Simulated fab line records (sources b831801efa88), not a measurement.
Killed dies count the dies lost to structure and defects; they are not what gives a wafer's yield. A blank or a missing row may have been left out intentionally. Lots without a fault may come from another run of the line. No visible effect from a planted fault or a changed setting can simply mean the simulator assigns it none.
A lot that was struck, set against a sound lot + flow sky130 + 15 steps out of a route of 708
Sound: these wafers, L540.4, L540.5, L540.6. Struck: wafers L547.1, L547.3, L547.6. At the end, the cause is stated.
For every step that has rows: the tool of each side, followed by ch and its chambers, followed by its first start. Under that, the readings that differ: sound wafers + struck wafers + difference of the means + sigmas: that difference in standard deviations of wafers without a fault.
alike: a reading whose means differ by less than 2 such deviations, as well as words and numbers matching on both sides. not compared: withheld readings; readings where some wafer has no value; bounds like >300 that might hide an equal value; numbers whose values overlap and for which the record gives no deviation.
A row with sigmas, a row that says differs or no value, or rows on one side alone: a step with any of these is where the two part. Numbers that have no deviation but don't overlap get no sigmas and don't part them. A reading that every wafer of one side lacks parts them only if that side has two wafers or more.

first, 5 steps without rows for these wafers: SKY_LDD_N_COAT_02 (resist thk 300 nm); SKY_LDD_N_SOFTBAKE_03 (time 60 s); SKY_LDD_N_EXPOSE_04 (exposes mask NTM, target cd 840 nm); SKY_LDD_N_PEB_05; SKY_LDD_N_DEVELOP_06 (develop time 60 s).
SKY_LDD_N_OVL_MEAS_07:
  sound: overlay-02 at day 20 14:56; struck: overlay-02 at day 22 23:13
  alike: LDD_N_OVL
then, 6 steps without rows for these wafers: SKY_LDD_N_IMPLANT_08; SKY_LDD_N_IMPLANT_09; SKY_LDD_N_IMPLANT_10; SKY_LDD_N_IMPLANT_11; SKY_LDD_N_IMPLANT_12; SKY_LDD_N_IMPLANT_13.
SKY_LDD_N_IMPLANT_14:
  sound on implanter-02 ch 0, day 20 15:56; struck on implanter-02 ch 0, day 23 00:09
| reading          | sound                         | struck                        | difference | sigmas      |
|------------------|-------------------------------|-------------------------------|------------|-------------|
| doseIonsCm2      | 4.999e+12 5.003e+12 5.008e+12 | 7.169e+12 7.165e+12 7.156e+12 | +2.160e+12 | +99 or more |
| faradayCurrentUA | 27.3 27.9 28.5                | 41.0 38.9 41.2                | +12.5      | +21         |
after that, 1 step had no rows for these wafers: SKY_LDD_N_IMPLANT_15.
-- here the record skips 26 days between the struck wafers' starts before and after, leaving off in module LDD_N and picking up in module PAD_OPEN (first step shown: number 708 of the route) --
SKY_PAD_OPEN_PROBE_99:
  sound: prober-02 at day 47 14:44; struck: prober-01 at day 49 03:23
| reading                                  | sound                | struck               | difference | sigmas |
|------------------------------------------|----------------------|----------------------|------------|--------|
| model.etest.tipN.rsOhmSq                 | 439.5 443.9 442.5    | 447 447 452.1        | +7         |        |
| model.etest.nfet_01v8_swapped.vtSatV (V) | 0.6506 0.6372 0.6388 | 0.6639 0.6653 0.663  | +0.0219    |        |
| model.etest.nfet_01v8_swapped.vtV (V)    | 0.6969 0.6862 0.6915 | 0.7029 0.7037 0.7032 | +0.0117    |        |
| model.etest.nfet_01v8.vtV (V)            | 0.6966 0.6857 0.6916 | 0.7016 0.7029 0.702  | +0.0109    |        |
  alike: killed_at_M0_to_M3, killed_at_M4_up, killedAtContacts, killedAtFrontEnd, killedAtOther, killedDies, killedOpen, killedShort
  not compared: model.etest.nfet_01v8_lvt.vtV

## WHERE THEY PART
Within this record, at SKY_LDD_N_IMPLANT_14 only. Later steps at which nothing parts them and some readings are alike: SKY_PAD_OPEN_PROBE_99.

WHY: what the simulator had put in
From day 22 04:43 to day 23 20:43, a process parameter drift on implanter-02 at SKY_LDD_N_IMPLANT_14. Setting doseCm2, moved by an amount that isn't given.
